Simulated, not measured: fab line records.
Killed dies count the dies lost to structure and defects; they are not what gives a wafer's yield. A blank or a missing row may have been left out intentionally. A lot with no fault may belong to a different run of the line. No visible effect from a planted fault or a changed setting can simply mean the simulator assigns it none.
fab line records -- flow sky130
[record] lots = 14, wafers = 42, last_day = 50
route steps=708 shown METAL4@628 PAD_OPEN@708
lots that met no fault: taken from a fault-free run of the same line
start_h: hours from the record's opening day to when the first of the lot's shown wafers began -- wait_h: hours since the lot's step before -- " repeats the value in the row above -- L1.1+2: several wafers, shown together as one row -- - no value, or no start given -- * or withheld: withheld -- < > ~ a bound
route shown NAME@n: a module of which the file shows steps, and the number in the route of the first -- usual: mean/standard deviation taken from wafers without a fault -- same: alike in all rows -- chamber/n: place in a boat -- sites: readings site by site -- _std_site: standard deviation across them -- _edge_site: outer sites' mean less inner sites' -- radius_mm: for every site, how far away it sits from the centre of the wafer -- mask NAME#n: copy n -- behind: the most recent tool/chamber to have shaped the wafer -- hold: cause of the lot's hold/its duration in hours/its outcome -- device: the n, p or np transistor that did not switch -- end of line: tests of these same wafers at the route's end -- where a step has no rows: the recipe by itself -- killed: dies that structure and defects cost at the first sort, which is not the same as the wafer's yield -- map: shows each die of a wafer: x if killed, . if not, _ if none is there
set.NAME: the setting as run; set.NAME@STEP: as run at that earlier step -- model.NAME: the simulator's own value behind a step, which no gauge read
the route's steps for a sample of lots (tables are steps, rows are wafers)
[[steps]]
[step SKY_METAL4_DEVELOP_12]
[recipe] develop_time_s = 60, resist = KrF-thick, dev_temp_c = 21
[usual] chill_plate_temp_C = 22.99/0.12, developer_temp_C = 20.98/0.12
lot.wafer,tool,chamber,start_h,wait_h,chill_plate_temp_C,developer_temp_C
L140.1,litho_track-03,0,980,-,23.02,20.87
L140.4,litho_track-03,0,980,-,22.77,20.93
L140.6,litho_track-03,0,980,-,23.02,20.88
L141.1,litho_track-01,0,990,-,22.97,21.17
L141.4,litho_track-01,0,990,-,22.88,21.01
L141.5,litho_track-01,0,990,-,22.84,21.08
L146.3,litho_track-03,0,1031,-,23.07,20.97
L146.4,litho_track-03,0,1031,-,23.04,20.90
L146.5,litho_track-03,0,1031,-,23.10,20.94
L147.2,litho_track-03,0,1037,-,23.03,21.06
L147.4,litho_track-03,0,1038,-,23.14,21.03
L147.5,litho_track-03,0,1038,-,23.01,20.96
L148.1,litho_track-04,0,1038,-,22.91,20.93
L148.3,litho_track-04,0,1039,-,23.01,20.92
L148.5,litho_track-04,0,1039,-,23.05,21.02
L149.2,litho_track-04,0,1044,-,22.92,21.17
L149.3,litho_track-04,0,1044,-,22.97,21.02
L149.4,litho_track-04,0,1044,-,23.01,20.93
L150.2,litho_track-03,0,1051,-,22.95,20.87
L150.3,litho_track-03,0,1051,-,23.17,20.90
L150.6,litho_track-03,0,1051,-,23.13,20.91
L151.1,litho_track-04,0,1058,-,23.13,21.08
L151.2,litho_track-04,0,1058,-,22.86,20.82
L151.4,litho_track-04,0,1058,-,23.00,20.68
L153.2,litho_track-01,0,1074,-,23.03,21.23
L153.4,litho_track-01,0,1074,-,23.20,21.25
L153.6,litho_track-01,0,1074,-,23.01,21.13
L154.2,litho_track-04,0,1076,-,22.92,20.88
L154.4,litho_track-04,0,1076,-,22.86,20.83
L154.5,litho_track-04,0,1076,-,23.10,20.88
L156.1,litho_track-03,0,1090,-,23.22,20.83
L156.3,litho_track-03,0,1090,-,23.08,20.78
L156.4,litho_track-03,0,1090,-,23.12,20.69
L159.1,litho_track-01,0,1113,-,23.01,21.00
L159.2,litho_track-01,0,1113,-,22.98,21.04
L159.3,litho_track-01,0,1113,-,22.98,20.95
L161.3,litho_track-03,0,1118,-,23.16,21.52
L161.4,litho_track-03,0,1118,-,23.15,21.72
L161.5,litho_track-03,0,1118,-,23.11,21.72
L162.1,litho_track-03,0,1122,-,22.96,21.63
L162.2,litho_track-03,0,1122,-,23.04,21.66
L162.6,litho_track-03,0,1122,-,22.78,21.68
[step SKY_PAD_OPEN_PROBE_99]
[usual] defect_limited_yield = 82.5/1.7, killed_at_M0_to_M3 = 43/6.7, killed_at_M4_up = 3.2/1.8, killed_at_contacts = 24/4.8, killed_at_front_end = 16/4.2, killed_at_other = 0.3/0.56, killed_dies = 86/8.5, killed_on_rim = 17/3.9, killed_open = 47/6.7, killed_short = 39/6, sort_bin_3_pad_short = 0.9/0.45, sort_bin_5_function = 10.3/1.6, sort_bin_6_memory = 6.3/1, sort_n_pass = 406/8.5, sort_yield_pct = 82.5/1.7
[same] gross_dies = 492, killed_at_back_side = 0, sort_bin_4_leakage[%] = 0, sort_bin_8_speed[%] = 0
lot.wafer,tool,chamber,start_h,wait_h,defect_limited_yield[%],killed_at_M0_to_M3,killed_at_M4_up,killed_at_contacts,killed_at_front_end,killed_at_other,killed_dies,killed_on_rim,killed_open,killed_short,sort_bin_3_pad_short[%],sort_bin_5_function[%],sort_bin_6_memory[%],sort_n_pass,sort_yield_pct[%]
L140.1,prober-02,-,1075.77,0.1,83.5,35,0,25,21,0,81,17,42,39,1.0,9.1,6.3,411,83.5
L140.4,prober-02,-,1075.92,0.2,81.7,38,7,27,18,0,90,19,45,45,0.8,10.6,6.9,402,81.7
L140.6,prober-02,-,1076.02,0.2,82.9,48,2,17,16,1,84,17,39,45,1.0,9.8,6.3,408,82.9
L141.1,prober-01,-,1084.06,0.1,82.3,37,4,24,22,0,87,12,51,34,0.6,10.4,6.7,405,82.3
L141.4,prober-01,-,1084.21,0.2,80.7,53,6,18,18,0,95,21,49,44,0.4,10.8,8.1,397,80.7
L141.5,prober-01,-,1084.26,0.2,81.1,44,3,29,16,1,93,24,51,40,0.6,11.4,6.9,399,81.1
L146.3,prober-02,-,1121.00,0.2,82.1,49,3,16,20,0,88,17,55,33,1.2,10.2,6.5,404,82.1
L146.4,prober-02,-,1121.05,0.2,84.6,38,1,20,17,0,76,14,40,36,1.2,8.3,5.9,416,84.6
L146.5,prober-02,-,1121.10,0.2,86.0,36,1,21,11,0,69,15,33,36,1.4,7.5,5.1,423,86.0
L147.2,prober-01,-,1126.90,0.1,80.9,50,5,30,9,0,94,21,58,36,0.4,14.6,4.1,398,80.9
L147.4,prober-01,-,1127.00,0.2,83.7,48,3,20,9,0,80,13,45,35,0.8,7.7,7.7,412,83.7
L147.5,prober-01,-,1127.05,0.2,80.7,41,6,31,17,0,95,24,54,41,0,12.4,6.9,397,80.7
L148.1,prober-02,-,1127.80,0.1,79.1,63,6,25,9,0,103,23,62,39,1.2,13.6,6.1,389,79.1
L148.3,prober-02,-,1127.90,0.2,83.9,44,5,15,15,0,79,16,45,32,2.4,7.3,6.3,413,83.9
L148.5,prober-02,-,1128.00,0.2,80.7,53,2,35,5,0,95,19,51,44,0.6,10.0,8.7,397,80.7
L149.2,prober-01,-,1132.95,0.1,82.9,46,2,20,15,1,84,16,45,39,1.4,9.3,6.3,408,82.9
L149.3,prober-01,-,1133.00,0.2,84.3,44,3,19,11,0,77,14,40,37,1.0,9.6,5.1,415,84.3
L149.4,prober-01,-,1133.05,0.2,85.0,42,3,18,11,0,74,12,38,35,0.6,8.3,6.1,418,85.0
L150.2,prober-02,-,1138.50,0.1,82.3,45,6,24,11,1,87,13,49,37,0.6,10.4,6.7,405,82.3
L150.3,prober-02,-,1138.55,0.2,82.3,40,3,28,15,1,87,16,48,39,0.4,12.4,4.9,405,82.3
L150.6,prober-02,-,1138.70,0.2,81.1,49,3,24,17,0,93,18,41,52,1.8,11.2,5.9,399,81.1
L151.1,prober-01,-,1144.96,0.1,80.1,38,2,40,18,0,98,17,53,45,1.2,10.4,8.3,394,80.1
L151.2,prober-01,-,1145.01,0.1,81.9,44,2,23,20,0,89,19,52,37,1.2,10.2,6.7,403,81.9
L151.4,prober-01,-,1145.11,0.2,86.8,25,2,23,15,0,65,9,35,30,0.8,7.9,4.5,427,86.8
L153.2,prober-01,-,1159.11,0.1,83.3,49,3,13,16,1,82,14,42,40,0.4,9.6,6.7,410,83.3
L153.4,prober-01,-,1159.21,0.2,83.7,37,5,21,16,1,80,14,32,48,1.4,8.9,5.9,412,83.7
L153.6,prober-01,-,1159.31,0.2,85.0,31,4,19,19,1,74,13,37,36,0.6,8.7,5.7,418,85.0
L154.2,prober-02,-,1160.56,0.1,83.1,52,2,19,10,0,83,28,46,37,0.6,10.2,6.1,409,83.1
L154.4,prober-02,-,1160.66,0.2,82.7,45,1,26,13,0,85,14,42,43,1.8,9.6,5.9,407,82.7
L154.5,prober-02,-,1160.71,0.2,81.1,45,6,28,14,0,93,21,52,41,0.8,11.2,6.9,399,81.1
L156.1,prober-02,-,1172.82,0.1,83.1,36,6,22,17,2,83,11,44,39,0.4,9.6,6.9,409,83.1
L156.3,prober-02,-,1172.92,0.2,84.3,32,1,24,20,0,77,16,39,37,0.6,9.6,5.5,415,84.3
L156.4,prober-02,-,1172.97,0.2,84.3,31,2,28,15,1,77,13,42,35,0.4,9.1,6.1,415,84.3
L159.1,prober-01,-,1190.91,0.1,82.5,38,3,27,18,0,86,16,44,41,0.2,11.4,5.9,406,82.5
L159.2,prober-01,-,1190.96,0.1,81.5,44,3,24,19,1,91,20,46,44,1.6,9.3,7.5,401,81.5
L159.3,prober-01,-,1191.01,0.2,84.1,44,3,13,18,0,78,19,42,34,1.2,8.7,5.9,414,84.1
L161.3,prober-01,-,1193.96,0.2,82.3,50,3,25,9,0,87,19,41,46,1.0,10.4,6.3,405,82.3
L161.4,prober-01,-,1194.01,0.2,83.5,46,3,19,13,0,81,12,33,48,1.4,8.1,6.9,411,83.5
L161.5,prober-01,-,1194.06,0.2,84.3,35,4,28,10,0,77,19,49,28,1.0,7.7,6.9,415,84.3
L162.1,prober-02,-,1197.83,0.1,81.1,41,1,31,20,0,93,19,46,47,1.4,11.2,6.3,399,81.1
L162.2,prober-02,-,1197.88,0.1,82.9,44,2,23,15,0,84,13,44,39,1.0,10.0,6.1,408,82.9
L162.6,prober-02,-,1198.08,0.2,83.5,46,3,21,10,1,81,18,47,33,0.8,9.8,5.9,411,83.5
// killed by level:class
L140.1 FIELD_ISO:geometric_particle:open=10 VIA1:geometric_particle:open=9 CONTACT:geometric_particle:short=8 METAL2:geometric_particle:short=8 LI_CONTACT:geometric_particle:open=6 LOCAL_INTERCONNECT:geometric_particle:short=5 FIELD_ISO:geometric_particle:short=4 VIA3:geometric_particle:open=4
L140.4 CONTACT:geometric_particle:open=10 LI_CONTACT:geometric_particle:open=8 VIA1:geometric_particle:open=8 POLY_GATE:geometric_particle:short=7 VIA2:geometric_particle:open=5 LOCAL_INTERCONNECT:geometric_particle:short=5 METAL1:geometric_particle:short=5 METAL2:geometric_particle:short=5
L140.6 VIA2:geometric_particle:open=9 VIA1:geometric_particle:open=8 VIA3:geometric_particle:short=7 CONTACT:geometric_particle:short=6 VIA3:geometric_particle:open=6 POLY_GATE:geometric_particle:short=5 LI_CONTACT:geometric_particle:open=5 METAL1:geometric_particle:short=5
L141.1 CONTACT:geometric_particle:open=9 VIA1:geometric_particle:open=8 VIA2:geometric_particle:open=8 FIELD_ISO:geometric_particle:open=6 FIELD_ISO:geometric_particle:short=6 LI_CONTACT:geometric_particle:open=5 CONTACT:geometric_particle:short=5 METAL2:geometric_particle:short=5
L141.4 VIA2:geometric_particle:open=11 POLY_GATE:geometric_particle:open=8 VIA1:geometric_particle:open=8 CONTACT:geometric_particle:open=7 METAL3:geometric_particle:short=6 POLY_GATE:geometric_particle:short=5 CONTACT:geometric_particle:short=5 METAL1:geometric_particle:short=5
L141.5 VIA1:geometric_particle:open=14 CONTACT:geometric_particle:open=10 METAL2:geometric_particle:short=8 LI_CONTACT:geometric_particle:open=7 CONTACT:geometric_particle:short=7 POLY_GATE:geometric_particle:open=6 VIA2:geometric_particle:open=6 VIA3:geometric_particle:open=6
L146.3 VIA1:geometric_particle:open=12 VIA3:geometric_particle:open=10 LI_CONTACT:geometric_particle:open=7 VIA3:geometric_particle:short=7 CONTACT:geometric_particle:open=6 POLY_GATE:geometric_particle:open=5 VIA1:geometric_particle:short=5 FIELD_ISO:geometric_particle:short=4
L146.4 VIA1:geometric_particle:open=9 METAL2:geometric_particle:short=9 POLY_GATE:geometric_particle:open=7 CONTACT:geometric_particle:open=6 FIELD_ISO:geometric_particle:short=5 VIA2:geometric_particle:open=5 LI_CONTACT:geometric_particle:open=5 CONTACT:geometric_particle:short=5
L146.5 VIA1:geometric_particle:short=10 VIA1:geometric_particle:open=7 LI_CONTACT:geometric_particle:open=6 CONTACT:geometric_particle:open=6 FIELD_ISO:geometric_particle:short=5 LOCAL_INTERCONNECT:geometric_particle:short=5 VIA2:geometric_particle:open=5 METAL2:geometric_particle:short=4
L147.2 VIA1:geometric_particle:open=14 VIA2:geometric_particle:open=10 LI_CONTACT:geometric_particle:open=9 CONTACT:geometric_particle:open=8 VIA1:geometric_particle:short=7 VIA3:geometric_particle:open=5 LOCAL_INTERCONNECT:geometric_particle:short=4 CONTACT:geometric_particle:short=4
L147.4 VIA1:geometric_particle:open=11 VIA1:geometric_particle:short=8 LOCAL_INTERCONNECT:geometric_particle:short=6 CONTACT:geometric_particle:open=6 METAL2:geometric_particle:short=6 LI_CONTACT:geometric_particle:open=5 VIA3:geometric_particle:open=5 FIELD_ISO:geometric_particle:short=4
L147.5 LI_CONTACT:geometric_particle:open=15 VIA1:geometric_particle:open=8 VIA3:geometric_particle:open=8 CONTACT:geometric_particle:open=7 METAL1:geometric_particle:short=6 FIELD_ISO:geometric_particle:open=5 FIELD_ISO:geometric_particle:short=5 METAL4:geometric_particle:short=5
L148.1 VIA3:geometric_particle:open=17 CONTACT:geometric_particle:open=11 VIA1:geometric_particle:open=9 LI_CONTACT:geometric_particle:open=8 VIA2:geometric_particle:short=7 VIA3:geometric_particle:short=6 VIA2:geometric_particle:open=6 VIA1:geometric_particle:short=5
L148.3 VIA2:geometric_particle:open=8 VIA1:geometric_particle:open=8 LI_CONTACT:geometric_particle:open=6 FIELD_ISO:geometric_particle:open=5 METAL3:geometric_particle:short=5 CONTACT:geometric_particle:open=5 VIA3:geometric_particle:open=4 METAL1:geometric_particle:short=4
L148.5 CONTACT:geometric_particle:open=14 VIA1:geometric_particle:open=13 LI_CONTACT:geometric_particle:open=9 METAL2:geometric_particle:short=8 CONTACT:geometric_particle:short=7 VIA1:geometric_particle:short=6 VIA3:geometric_particle:open=5 VIA2:geometric_particle:short=5
L149.2 VIA2:geometric_particle:open=13 CONTACT:geometric_particle:open=8 VIA1:geometric_particle:open=8 METAL1:geometric_particle:short=6 LI_CONTACT:geometric_particle:open=5 VIA1:geometric_particle:short=5 METAL2:geometric_particle:short=5 POLY_GATE:geometric_particle:short=4
L149.3 VIA3:geometric_particle:open=10 VIA1:geometric_particle:open=8 CONTACT:geometric_particle:open=7 LOCAL_INTERCONNECT:geometric_particle:short=6 VIA2:geometric_particle:open=5 FIELD_ISO:geometric_particle:open=4 METAL1:geometric_particle:short=4 VIA1:geometric_particle:short=4
L149.4 VIA1:geometric_particle:open=11 CONTACT:geometric_particle:open=7 VIA2:geometric_particle:open=6 VIA1:geometric_particle:short=6 SPACER:geometric_particle:short=4 LI_CONTACT:geometric_particle:open=4 VIA3:geometric_particle:open=4 POLY_GATE:geometric_particle:short=3
L150.2 VIA1:geometric_particle:open=12 CONTACT:geometric_particle:open=11 VIA2:geometric_particle:open=7 LI_CONTACT:geometric_particle:open=5 LI_CONTACT:geometric_particle:short=5 METAL1:geometric_particle:short=5 VIA3:geometric_particle:open=5 POLY_GATE:geometric_particle:open=4
L150.3 LI_CONTACT:geometric_particle:open=10 CONTACT:geometric_particle:short=8 VIA2:geometric_particle:short=6 VIA2:geometric_particle:open=6 VIA3:geometric_particle:open=6 METAL1:geometric_particle:short=5 CONTACT:geometric_particle:open=5 FIELD_ISO:geometric_particle:open=4
L150.6 VIA1:geometric_particle:open=9 VIA3:geometric_particle:open=8 VIA1:geometric_particle:short=6 LOCAL_INTERCONNECT:geometric_particle:short=6 METAL1:geometric_particle:short=6 CONTACT:geometric_particle:short=5 VIA2:geometric_particle:short=5 POLY_GATE:geometric_particle:open=4
L151.1 CONTACT:geometric_particle:open=17 CONTACT:geometric_particle:short=8 VIA3:geometric_particle:open=8 VIA1:geometric_particle:short=6 FIELD_ISO:geometric_particle:open=5 LOCAL_INTERCONNECT:geometric_particle:open=5 VIA2:geometric_particle:open=5 FIELD_ISO:geometric_particle:short=4
L151.2 LI_CONTACT:geometric_particle:open=8 VIA1:geometric_particle:open=7 VIA2:geometric_particle:open=7 CONTACT:geometric_particle:open=6 METAL1:geometric_particle:short=6 VIA3:geometric_particle:open=6 FIELD_ISO:geometric_particle:open=5 FIELD_ISO:geometric_particle:short=5
L151.4 CONTACT:geometric_particle:open=10 POLY_GATE:geometric_particle:short=6 FIELD_ISO:geometric_particle:open=5 LI_CONTACT:geometric_particle:open=4 VIA3:geometric_particle:short=4 FIELD_ISO:geometric_particle:short=3 CONTACT:geometric_particle:short=3 VIA1:geometric_particle:open=3
L153.2 VIA1:geometric_particle:open=14 POLY_GATE:geometric_particle:short=6 VIA2:geometric_particle:open=6 METAL2:geometric_particle:short=6 VIA3:geometric_particle:short=6 FIELD_ISO:geometric_particle:open=4 CONTACT:geometric_particle:open=4 METAL1:geometric_particle:short=4
L153.4 METAL2:geometric_particle:short=8 LOCAL_INTERCONNECT:geometric_particle:short=6 FIELD_ISO:geometric_particle:short=5 LI_CONTACT:geometric_particle:short=5 VIA2:geometric_particle:open=5 CONTACT:geometric_particle:open=5 METAL1:geometric_particle:short=4 VIA1:geometric_particle:open=4
L153.6 CONTACT:geometric_particle:open=8 METAL1:geometric_particle:short=8 POLY_GATE:geometric_particle:open=6 VIA1:geometric_particle:open=6 METAL2:geometric_particle:short=5 LI_CONTACT:geometric_particle:short=4 VIA2:geometric_particle:open=4 POLY_GATE:geometric_particle:short=3
L154.2 VIA1:geometric_particle:open=14 VIA2:geometric_particle:open=7 METAL3:geometric_particle:short=7 LI_CONTACT:geometric_particle:open=6 VIA3:geometric_particle:open=6 METAL2:geometric_particle:short=5 FIELD_ISO:geometric_particle:open=4 CONTACT:geometric_particle:open=4
L154.4 LI_CONTACT:geometric_particle:open=9 CONTACT:geometric_particle:open=7 METAL1:geometric_particle:short=7 POLY_GATE:geometric_particle:open=6 LOCAL_INTERCONNECT:geometric_particle:short=6 VIA1:geometric_particle:short=6 VIA3:geometric_particle:open=5 METAL2:geometric_particle:short=5
L154.5 METAL2:geometric_particle:short=14 LI_CONTACT:geometric_particle:open=11 CONTACT:geometric_particle:open=9 VIA1:geometric_particle:open=8 FIELD_ISO:geometric_particle:short=6 VIA2:geometric_particle:open=6 VIA3:geometric_particle:open=6 VIA1:geometric_particle:short=5
L156.1 CONTACT:geometric_particle:open=8 LI_CONTACT:geometric_particle:open=7 VIA1:geometric_particle:open=7 METAL2:geometric_particle:short=7 VIA3:geometric_particle:open=6 POLY_GATE:geometric_particle:open=5 CONTACT:geometric_particle:short=4 METAL1:geometric_particle:short=4
L156.3 VIA1:geometric_particle:open=10 LI_CONTACT:geometric_particle:open=8 FIELD_ISO:geometric_particle:short=6 CONTACT:geometric_particle:open=6 CONTACT:geometric_particle:short=5 VIA3:geometric_particle:short=5 FIELD_ISO:geometric_particle:open=4 METAL1:geometric_particle:short=4
L156.4 CONTACT:geometric_particle:open=11 LI_CONTACT:geometric_particle:open=8 VIA3:geometric_particle:open=6 FIELD_ISO:geometric_particle:short=5 VIA2:geometric_particle:open=5 FIELD_ISO:geometric_particle:open=4 VIA3:geometric_particle:short=4 VIA1:geometric_particle:open=4
L159.1 VIA1:geometric_particle:open=12 LI_CONTACT:geometric_particle:open=7 CONTACT:geometric_particle:open=7 LI_CONTACT:geometric_particle:short=6 VIA3:geometric_particle:open=6 CONTACT:geometric_particle:short=5 VIA2:geometric_particle:short=5 FIELD_ISO:geometric_particle:open=4
L159.2 VIA1:geometric_particle:open=13 CONTACT:geometric_particle:open=10 POLY_GATE:geometric_particle:short=8 METAL1:geometric_particle:short=7 FIELD_ISO:geometric_particle:short=5 LI_CONTACT:geometric_particle:open=5 CONTACT:geometric_particle:short=4 VIA1:geometric_particle:short=4
L159.3 VIA1:geometric_particle:open=13 VIA3:geometric_particle:short=6 FIELD_ISO:geometric_particle:open=5 LI_CONTACT:geometric_particle:open=5 METAL3:geometric_particle:short=5 METAL1:geometric_particle:short=5 CONTACT:geometric_particle:open=4 POLY_GATE:geometric_particle:short=3
L161.3 VIA1:geometric_particle:open=14 METAL1:geometric_particle:short=8 CONTACT:geometric_particle:short=7 CONTACT:geometric_particle:open=6 VIA1:geometric_particle:short=6 METAL2:geometric_particle:short=5 VIA2:geometric_particle:open=5 LI_CONTACT:geometric_particle:short=4
L161.4 METAL1:geometric_particle:short=11 LI_CONTACT:geometric_particle:open=6 LOCAL_INTERCONNECT:geometric_particle:short=6 VIA1:geometric_particle:open=5 METAL2:geometric_particle:short=5 VIA3:geometric_particle:open=5 FIELD_ISO:geometric_particle:short=4 POLY_GATE:geometric_particle:short=4
L161.5 VIA1:geometric_particle:open=15 CONTACT:geometric_particle:open=11 LI_CONTACT:geometric_particle:open=8 VIA1:geometric_particle:short=5 VIA3:geometric_particle:open=4 CONTACT:geometric_particle:short=3 LI_CONTACT:geometric_particle:short=3 METAL1:geometric_particle:short=3
L162.1 CONTACT:geometric_particle:open=11 POLY_GATE:geometric_particle:short=9 VIA1:geometric_particle:open=7 LI_CONTACT:geometric_particle:short=6 CONTACT:geometric_particle:short=6 VIA3:geometric_particle:open=6 METAL1:geometric_particle:short=5 LI_CONTACT:geometric_particle:open=4
L162.2 METAL1:geometric_particle:short=8 VIA1:geometric_particle:open=7 VIA3:geometric_particle:open=7 FIELD_ISO:geometric_particle:open=6 POLY_GATE:geometric_particle:open=6 CONTACT:geometric_particle:open=6 VIA1:geometric_particle:short=6 LI_CONTACT:geometric_particle:open=4
L162.6 VIA1:geometric_particle:open=11 CONTACT:geometric_particle:open=10 VIA2:geometric_particle:open=9 VIA3:geometric_particle:open=7 METAL1:geometric_particle:short=6 METAL2:geometric_particle:short=5 POLY_GATE:geometric_particle:short=4 LI_CONTACT:geometric_particle:open=3
[[key]]
[first_sign] step = SKY_METAL4_DEVELOP_12, reading = developer_temp_C, direction = up, sigmas = 5.6, usual = *, struck = *
effect none on later readings
met_at SKY_METAL4_DEVELOP_12
struck_lots L161,L162
onset_between 1090 1118
[fault] kind = process_parameter_drift, tool = litho_track-03, chamber = -, onset_h = 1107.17, steps = SKY_METAL4_DEVELOP_12, channel = dev_temp_c, offset = *, shape = step, end_h = 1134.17, acts_in = *, stated = *
